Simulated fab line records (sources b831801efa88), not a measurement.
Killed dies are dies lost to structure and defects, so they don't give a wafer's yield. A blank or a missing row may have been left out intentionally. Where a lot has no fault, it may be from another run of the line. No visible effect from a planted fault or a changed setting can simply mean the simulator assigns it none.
What tool caused it? || flow sky130 || 12 lots, 36 wafers sampled, at 1 step of a route of 708

WHAT EACH GAUGE READ, for each wafer
SKY_GATE_OXIDE_THK_MEAS_02.
{"lot": "L075", "measured": "day 12 15:38", "on": "filmMetro-01", "GATE_OXIDE_OXIDATION_00_THK (nm)": "10.25 10.18 10.01"}
{"lot": "L077", "measured": "day 13 13:05", "on": "filmMetro-04", "GATE_OXIDE_OXIDATION_00_THK (nm)": "10.46 10.34 10.35"}
{"lot": "L079", "measured": "day 14 10:48", "on": "filmMetro-01", "GATE_OXIDE_OXIDATION_00_THK (nm)": "10.39 10.33 10.48"}
{"lot": "L081", "measured": "day 14 20:48", "on": "filmMetro-01", "GATE_OXIDE_OXIDATION_00_THK (nm)": "10.45 10.35 10.39"}
{"lot": "L083", "measured": "day 15 22:14", "on": "filmMetro-01", "GATE_OXIDE_OXIDATION_00_THK (nm)": "10.48 10.31 10.28"}
{"lot": "L085", "measured": "day 16 04:18", "on": "filmMetro-04", "GATE_OXIDE_OXIDATION_00_THK (nm)": "10.27 10.34 10.18"}
{"lot": "L087", "measured": "day 17 05:58", "on": "filmMetro-02", "GATE_OXIDE_OXIDATION_00_THK (nm)": "10.24 10.17 10.18"}
{"lot": "L089", "measured": "day 17 20:42", "on": "filmMetro-02", "GATE_OXIDE_OXIDATION_00_THK (nm)": "10.36 10.38 10.44"}
{"lot": "L092", "measured": "day 19 11:06", "on": "filmMetro-02", "GATE_OXIDE_OXIDATION_00_THK (nm)": "10.53 10.42 10.41"}
{"lot": "L093", "measured": "day 19 15:53", "on": "filmMetro-02", "GATE_OXIDE_OXIDATION_00_THK (nm)": "10.52 10.42 10.22"}
{"lot": "L094", "measured": "day 20 01:09", "on": "filmMetro-02", "GATE_OXIDE_OXIDATION_00_THK (nm)": "10.50 10.63 10.45"}
{"lot": "L097", "measured": "day 21 00:17", "on": "filmMetro-01", "GATE_OXIDE_OXIDATION_00_THK (nm)": "10.48 10.57 10.52"}

WHICH TOOL RAN EACH LOT (tool, then ch and the chambers of the sampled wafers, then the start)
Record: no process step prior to these readings.

THE ANSWER, worked out from the rows above alone
Rule: the usual values come from the lots themselves. The widest of any qualifying gaps counts: lots, ordered by their means at a reading, are off when they make up no more than a third of the lots, leave a main group of 4 or more, and stand apart from it by 3 or more times the standard deviation of that group's means. Not used: any main group whose means are identical at the precision the tables above print for the reading. A lot without any number at a reading at which 4 lots or more have one is off too. All remaining lots with rows at the step are treated as sound.
No lot is off at any reading shown: from this, nothing can be told.

WHAT THE SIMULATOR PUT IN
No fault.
